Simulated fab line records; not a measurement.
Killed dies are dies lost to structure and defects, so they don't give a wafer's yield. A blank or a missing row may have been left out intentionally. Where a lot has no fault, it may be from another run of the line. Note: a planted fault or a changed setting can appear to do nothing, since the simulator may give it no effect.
A struck lot beside a sound one | flow sky130 | 14 steps out of a route of 708
Sound: these wafers, L344.1, L344.2, L344.6. Struck: wafers L349.2, L349.4, L349.5. At the end, the cause is stated.
At each step with rows: each side's tool, then ch and its chambers, then its first start. Under that, the readings that differ: sound wafers | struck wafers | difference of the means | sigmas: that difference in standard deviations of wafers without a fault.
alike: a reading whose means differ by less than 2 such deviations, as well as words and numbers matching on both sides. not compared: withheld readings; readings where some wafer has no value; bounds like >300 that might hide an equal value; numbers whose values overlap and for which the record gives no deviation.
The two part at a step that has a row with sigmas, a row that says differs or no value, or rows on one side only. Numbers that have no deviation but don't overlap get no sigmas and don't part them. Lack of a reading on every wafer of one side parts them only where that side has two or more wafers.

SKY_POLY_GATE_ETCH_15: etches BARC in N2/H2, stops on SiO2, time 118.5 s, target depth 110 nm.
  sound on rie_diel-03 ch 0,1, day 18 03:53; struck on rie_diel-02 ch 0,1,3, day 20 02:47
  alike: drypump_motor_current_A, n2_flow_sccm, oes_product_au, throttle_valve_pct
  not compared: rf_hours_counter_h
SKY_POLY_GATE_ETCH_16: etches Si3N4 in CH3F/O2, stops on poly-Si, time 147.5 s, target depth 75 nm.
  sound on rie_diel-03 ch 0,1, day 18 03:58; struck on rie_diel-02 ch 0,1,3, day 20 02:52
  alike: O2_flow_sccm, drypump_motor_current_A, oes_product_au, throttle_valve_pct
  not compared: rf_hours_counter_h
SKY_POLY_GATE_ETCH_17: etches poly-Si in HBr/Cl2, stops on SiO2, target depth 180 nm, time 70.5 s.
  sound on rie_si-02 ch 0,2,3, day 18 04:04; struck on rie_si-02 ch 1,2,3, day 20 02:58
  alike: drypump_motor_current_A, oes_product_au, throttle_valve_pct
  not compared: rf_hours_counter_h
SKY_POLY_GATE_STRIP_18: strips in O2/N2.
  sound on plasma_asher-02 ch 0,1, day 18 04:07; struck on plasma_asher-01 ch 0,1, day 20 03:02
  alike: drypump_motor_current_A, n2_flow_sccm, o2_flow_sccm, oes_product_au, strip_time_to_endpoint_s
  not compared: rf_hours_counter_h
then, 2 steps without rows for these wafers: SKY_POLY_GATE_CLEAN_19 (cleans in SC1/SC2, time 150 s); SKY_POLY_GATE_OXIDATION_20 (stabilise 600 s, purge 300 s, target thk 4 nm).
SKY_POLY_GATE_THK_MEAS_21:
  sound on film_metro-02 at day 18 06:31; struck on film_metro-03 at day 20 04:26
  reading                      | sound          | struck         | difference | sigmas
  POLY_GATE_OXIDATION_THK (nm) | 4.17 4.22 4.11 | 3.99 3.99 3.97 | -0.18      | -2
SKY_POLY_GATE_CD_MEAS_22:
  sound on cd_sem-01 at day 18 06:34; struck on cd_sem-02 at day 20 04:31
  alike: cd_nm
then, 4 steps without rows for these wafers: SKY_LDD_N_DEHYDRATE_00 (time 60 s); SKY_LDD_N_HMDS_01 (prime time 60 s); SKY_LDD_N_COAT_02 (resist thk 300 nm); SKY_LDD_N_SOFTBAKE_03 (time 60 s).
SKY_LDD_N_EXPOSE_04: exposes mask NTM, target cd 840 nm.
  sound on iline_stepper-02 ch 0, day 18 22:07; struck on iline_stepper-02 ch 0, day 20 19:55
  reading              | sound                | struck                     | difference | sigmas
  mask                 | NTM#0 NTM#0 NTM#0    | NTM_R1#0 NTM_R1#0 NTM_R1#0 | differs    |
  exposure_dose_mJ_cm2 | 109.95 110.15 109.95 | 109.73 109.79 109.84       | -0.23      | -2
following that, these wafers have no rows for 1 step: SKY_LDD_N_PEB_05.

== WHERE THEY PART ==
Earliest at SKY_POLY_GATE_THK_MEAS_21; latest, in this record, at SKY_LDD_N_EXPOSE_04.

WHY: the cause the simulator had injected
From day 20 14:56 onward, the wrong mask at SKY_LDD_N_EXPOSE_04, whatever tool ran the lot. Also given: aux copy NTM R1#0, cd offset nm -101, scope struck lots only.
